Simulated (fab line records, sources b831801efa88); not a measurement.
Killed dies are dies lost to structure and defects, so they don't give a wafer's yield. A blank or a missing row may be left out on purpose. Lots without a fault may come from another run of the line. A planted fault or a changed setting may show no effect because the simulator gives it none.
Which tool did it? | flow gf180mcu | 11 lots, 33 wafers sampled, at 1 step of a route of 602

WHAT THE GAUGES READ, wafer by wafer
GF_V3_BOW_MEAS_05.
lot  | measured     | on            | V3_BOW (um)
L379 | day 21 15:26 | film_metro-02 | 106 119 113
L380 | day 22 03:48 | film_metro-03 | 114 123 112
L381 | day 22 16:15 | film_metro-03 | 124 130 121
L393 | day 26 16:35 | film_metro-02 | 124 129 127
L394 | day 27 01:54 | film_metro-02 | 127 116 120
L395 | day 27 05:59 | film_metro-02 | 116 128 119
L397 | day 27 19:49 | film_metro-03 | 121 113 110
L398 | day 28 04:04 | film_metro-04 | 124 115 124
L399 | day 28 08:01 | film_metro-02 | 130 119 110
L400 | day 28 14:38 | film_metro-03 | 124 118 125
L401 | day 28 20:50 | film_metro-03 | 119 121 112

WHICH TOOL RAN EACH LOT (tool, then ch and the chambers of the sampled wafers, then the start)
The record holds no process step before these readings.

THE ANSWER, worked out from the rows above alone
Rule: what is usual is taken from the lots themselves. Put in order of their means at a reading, lots are off if they are a third of the lots or fewer, leave a main group of 4 or more, and stand apart from it by a gap of 3 or more times the standard deviation of the main group's means; of several such gaps the widest counts. A main group whose means are all the same, to the digits that the tables above print for the reading, isn't used. A lot without any number at a reading at which 4 lots or more have one is off too. The other lots that the step has rows for count as sound.
No lot is off at any reading shown: from this, nothing can be told.

WHAT THE SIMULATOR HAD PUT IN
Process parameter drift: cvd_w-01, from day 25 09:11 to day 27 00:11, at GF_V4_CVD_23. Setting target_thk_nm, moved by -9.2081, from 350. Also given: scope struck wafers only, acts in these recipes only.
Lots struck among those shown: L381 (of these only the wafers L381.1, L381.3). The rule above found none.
